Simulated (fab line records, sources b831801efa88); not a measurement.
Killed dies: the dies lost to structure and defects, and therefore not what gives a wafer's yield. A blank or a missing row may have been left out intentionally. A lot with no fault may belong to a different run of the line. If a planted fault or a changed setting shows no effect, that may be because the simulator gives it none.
Chamber matching | flow gf180mcu | GF_V3_CMP_26 on cmp-02 has 4 sister chambers
The step polishes, stops on SiO2, t overpolish 15 s, target thk 0 nm. 4 wafers are shown with their chamber, then 11 later ones without.

WAFERS WITH THEIR CHAMBER
wafer  | chamber | motorCurrentA (A)
L079.3 | 2       | 9.7
L086.2 | 0       | 11.7
L086.3 | 1       | 12.1
L087.1 | 3       | 9.7

WAFERS MISSING THEIR CHAMBER
wafer  | motorCurrentA (A)
L087.4 | 9.6
L087.5 | 9.6
L088.1 | 9.3
L088.3 | 11.3
L088.4 | 11.8
L089.2 | 9.7
L089.4 | 9.6
L089.5 | 12.0
L090.2 | 11.7
L090.3 | 11.7
L090.4 | 10.0

WHICH CHAMBER EACH WENT THROUGH
wafer  | from the rows above     | in truth
L087.4 | can't be placed: 2 or 3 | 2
L087.5 | can't be placed: 2 or 3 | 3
L088.1 | can't be placed: 2 or 3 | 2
L088.3 | can't be placed: 0 or 1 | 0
L088.4 | can't be placed: 0 or 1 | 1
L089.2 | can't be placed: 2 or 3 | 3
L089.4 | can't be placed: 2 or 3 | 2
L089.5 | can't be placed: 1 or 0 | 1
L090.2 | can't be placed: 0 or 1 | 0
L090.3 | can't be placed: 0 or 1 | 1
L090.4 | can't be placed: 2 or 3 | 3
Correctly placed: 0 of 11. These rows do not allow placing 11 (true chamber among the candidates in 11). Number placed wrongly: 0.
How it was worked out, from the rows above alone: a wafer's distance from a chamber is the root of the sum, over the readings, of the square of ((its reading less the chamber's mean) divided by the reading's scatter). If the next closest chamber is less than 2 further off than the closest, the wafer can't be placed; otherwise it belongs to the closest. For every chamber, the mean is computed from those of its wafers that are shown. The scatter: root of mean squared gap, hidden wafer to nearest shown wafer, with one shown wafer a chamber.
